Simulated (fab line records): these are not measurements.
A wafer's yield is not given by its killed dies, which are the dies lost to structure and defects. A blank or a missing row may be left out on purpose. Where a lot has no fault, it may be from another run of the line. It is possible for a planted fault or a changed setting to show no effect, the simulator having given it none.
Matching of chambers :: flow sfqLine :: SFQ_TRILAYER_I3_CMP_CMP_082 on cmp-02 has 4 sister chambers
The step polishes SiO2. 4 wafers are shown with their chamber, then 9 later ones without.

== WAFERS PAIRED WITH THEIR CHAMBERS ==
wafer: L999.4
chamber: 0
motorCurrentA (A): 10.3

wafer: L109.5
chamber: 1
motorCurrentA (A): 12.3

wafer: L113.1
chamber: 2
motorCurrentA (A): 9.7

wafer: L113.5
chamber: 3
motorCurrentA (A): 12.0

== WAFERS MISSING THEIR CHAMBER ==
wafer: L114.1
motorCurrentA (A): 12.8

wafer: L114.4
motorCurrentA (A): 9.9

wafer: L114.6
motorCurrentA (A): 10.4

wafer: L115.2
motorCurrentA (A): 9.2

wafer: L115.1
motorCurrentA (A): 13.5

wafer: L115.6
motorCurrentA (A): 11.8

wafer: L116.4
motorCurrentA (A): 9.4

wafer: L116.2
motorCurrentA (A): 12.5

wafer: L116.5
motorCurrentA (A): 12.8

== WHICH CHAMBER EACH ONE RAN IN ==
wafer: L114.1
from the rows above: can't be placed: 1 or 3
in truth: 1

wafer: L114.4
from the rows above: can't be placed: 2 or 0
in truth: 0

wafer: L114.6
from the rows above: can't be placed: 0 or 2
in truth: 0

wafer: L115.2
from the rows above: can't be placed: 2 or 0
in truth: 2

wafer: L115.1
from the rows above: can't be placed: 1 or 3
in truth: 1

wafer: L115.6
from the rows above: can't be placed: 3 or 1
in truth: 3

wafer: L116.4
from the rows above: can't be placed: 2 or 0
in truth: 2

wafer: L116.2
from the rows above: can't be placed: 1 or 3
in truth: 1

wafer: L116.5
from the rows above: can't be placed: 1 or 3
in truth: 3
Placed correctly: 0 of 9. Unplaceable from these rows: 9, with the true chamber sitting among the candidates in 9. Number placed wrongly: 0.
How it was worked out, from the rows above alone: a wafer's distance from a chamber is the root of the sum, over the readings, of the square of ((its reading less the chamber's mean) divided by the reading's scatter). The wafer belongs to the nearest chamber; if the next one is less than 2 further off, it can't be placed. For every chamber, the mean is computed from those of its wafers that are shown. The scatter: root of mean squared gap, hidden wafer to nearest shown wafer, with one shown wafer a chamber.
